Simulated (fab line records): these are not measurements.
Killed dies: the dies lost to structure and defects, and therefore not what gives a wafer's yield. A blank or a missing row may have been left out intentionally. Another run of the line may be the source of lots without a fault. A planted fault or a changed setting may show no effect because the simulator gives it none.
Chamber matching + flow gf180mcu + GF_CONTACT_CMP_27 on cmp-01: 4 sister chambers
The step polishes, stops on SiO2, t overpolish 15 s, target thk 0 nm. 17 wafers are shown with their chamber, then 8 later ones without.

== WAFERS PAIRED WITH THEIR CHAMBERS ==
| wafer  | chamber | motor_current_A (A) | time_to_endpoint_s (s) | overpolish_run_s (s) |
|--------|---------|---------------------|------------------------|----------------------|
| L150.1 | 3       | 10.0                | 67                     | 15.013               |
| L150.3 | 1       | 11.6                | 71                     | 14.987               |
| L150.5 | 3       | 9.8                 | 69                     | 15.005               |
| L151.1 | 3       | 10.2                | 70                     | 15.000               |
| L151.5 | 1       | 11.4                | 71                     | 15.014               |
| L151.6 | 0       | 10.5                | 74                     | 15.011               |
| L152.1 | 3       | 10.1                | 70                     | 15.007               |
| L152.3 | 1       | 10.9                | 72                     | 15.004               |
| L152.6 | 1       | 10.9                | 73                     | 14.988               |
| L153.1 | 0       | 10.4                | 71                     | 15.005               |
| L153.5 | 0       | 10.9                | 70                     | 15.002               |
| L153.6 | 1       | 11.1                | 70                     | 15.010               |
| L157.3 | 3       | 10.4                | 69                     | 15.000               |
| L157.4 | 2       | 11.4                | 70                     | 14.986               |
| L157.5 | 0       | 10.7                | 70                     | 15.009               |
| L160.1 | 0       | 10.7                | 72                     | 14.977               |
| L160.2 | 3       | 10.0                | 67                     | 15.000               |

SIGNATURES, as means of the wafers listed above
| reading            | chamber 0 | chamber 1 | chamber 2 | chamber 3 | scatter within a chamber |
|--------------------|-----------|-----------|-----------|-----------|--------------------------|
| motor_current_A    | 10.640    | 11.180    | 11.400    | 10.083    | 0.24                     |
| time_to_endpoint_s | 71.40     | 71.40     | 70.00     | 68.67     | 1.41                     |
| overpolish_run_s   | 15.00080  | 15.00060  | 14.98600  | 15.00417  | 0.0108                   |
Rule: a wafer's distance from a chamber is the root of the sum, over the readings, of the square of ((its reading less the chamber's mean) divided by the reading's scatter). The wafer belongs to the nearest chamber; if the next one is less than 2 further off, it can't be placed. The scatter: the root of (the sum of the squares of (reading less its chamber's mean) over the shown wafers, divided by (wafers less chambers)).

== WAFERS WITHOUT THEIR CHAMBER ==
| wafer  | motor_current_A (A) | time_to_endpoint_s (s) | overpolish_run_s (s) |
|--------|---------------------|------------------------|----------------------|
| L160.6 | 11.9                | 68                     | 14.999               |
| L162.2 | 10.8                | 72                     | 15.008               |
| L162.5 | 10.1                | 69                     | 15.009               |
| L162.6 | 10.6                | 73                     | 15.010               |
| L164.5 | 10.8                | 68                     | 14.978               |
| L164.6 | 9.9                 | 65                     | 15.003               |
| L165.3 | 11.6                | 66                     | 15.000               |
| L166.6 | 10.7                | 70                     | 14.998               |

== CHAMBER TAKEN BY EACH ==
| wafer  | from the rows above               | in truth |
|--------|-----------------------------------|----------|
| L160.6 | can't be placed: 2 or 1           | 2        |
| L162.2 | can't be placed: 0 or 1           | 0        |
| L162.5 | 3                                 | 3        |
| L162.6 | can't be placed: 0 or 1           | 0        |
| L164.5 | can't be placed: 2 or 0 or 1 or 3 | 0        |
| L164.6 | 3                                 | 3        |
| L165.3 | can't be placed: 2 or 1           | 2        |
| L166.6 | can't be placed: 0 or 1 or 3      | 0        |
Correct placement for 2 of the 8. From these rows, 6 cannot be placed; in 6 the true chamber is one of the candidates. Number placed wrongly: 0.
